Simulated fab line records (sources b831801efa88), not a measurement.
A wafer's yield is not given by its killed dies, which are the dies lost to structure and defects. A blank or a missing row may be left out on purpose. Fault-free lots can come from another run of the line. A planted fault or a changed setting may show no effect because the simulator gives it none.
One fault seen from 2 desks + flow gf180mcu + what lay behind the numbers comes last; until then each desk has only its own

## TOOL OWNER'S DESK, lithoTrack-02
Per lot that ran on this tool, the mean of the sampled wafers carrying a number, from the tool's own readings at GF_TOP_METAL_SOFTBAKE_10 (time 60 s). If a lot's mean is further than 4 standard deviations from the usual mean, the lot is out of limits and carries the mark OUT (the distance appears in the brackets).
Columns: A = heaterPowerTotalW at GF_TOP_METAL_SOFTBAKE_10, usual 56.60 W; B = plateTempC at GF_TOP_METAL_SOFTBAKE_10, usual 90.02 C
| lot  | first seen here | A                       | B                |
|------|-----------------|-------------------------|------------------|
| L115 | day 28 06:29    | 56.59                   | 90.04            |
| L118 | day 29 07:51    | 56.59                   | 89.97            |
| L125 | day 31 06:33    | 65.48 (+99 or more) OUT | 100.06 (+91) OUT |
| L126 | day 31 09:20    | 65.44 (+99 or more) OUT | 99.99 (+91) OUT  |
| L128 | day 31 19:32    | 65.43 (+99 or more) OUT | 99.95 (+90) OUT  |
This desk's finding: out of limits on L125, L126, L128; first on L125, day 31 06:33 (heaterPowerTotalW at GF_TOP_METAL_SOFTBAKE_10). Within limits: L115, L118.

## THE METROLOGY DESK
Lot by lot, what the gauges showed, no matter which tool ran the lot: averages of those sampled wafers that carry a number. If a lot's mean is further than 4 standard deviations from the usual mean, the lot is out of limits and carries the mark OUT (the distance appears in the brackets).
Columns: A = TOP_METAL_ALCU_THK at GF_TOP_METAL_THK_MEAS_06, usual 910 nm
| lot  | first seen here | A   |
|------|-----------------|-----|
| L114 | day 27 14:11    | 913 |
| L115 | day 27 20:19    | 909 |
| L118 | day 28 22:13    | 914 |
| L120 | day 29 17:01    | 899 |
| L124 | day 30 11:58    | 901 |
| L125 | day 30 22:06    | 916 |
| L126 | day 31 00:52    | 912 |
| L128 | day 31 10:56    | 920 |
| L133 | day 32 15:11    | 912 |
| L134 | day 33 00:33    | 907 |
| L136 | day 33 11:04    | 912 |
| L137 | day 33 14:52    | 901 |
Finding of this desk: none of the 12 lots has anything out of limits.

## BROUGHT TOGETHER
At day 31 06:33, on L125, L126, L128, the tool owner's desk was in a position to raise an alarm.
At the metrology desk, nothing out of limits was observed.
The metrology desk holds a record of L125, L126, L128, inside its limits.
Every lot named ran GF_TOP_METAL_SOFTBAKE_10 on lithoTrack-02.

## WHAT THE SIMULATOR HAD PUT IN
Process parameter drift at GF_TOP_METAL_SOFTBAKE_10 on lithoTrack-02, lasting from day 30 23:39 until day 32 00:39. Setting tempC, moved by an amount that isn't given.
Struck lots among those shown: L125, L126, L128.
How many hours passed from the start of the fault until each desk's first out-of-limits reading: the tool owner's desk, 7.
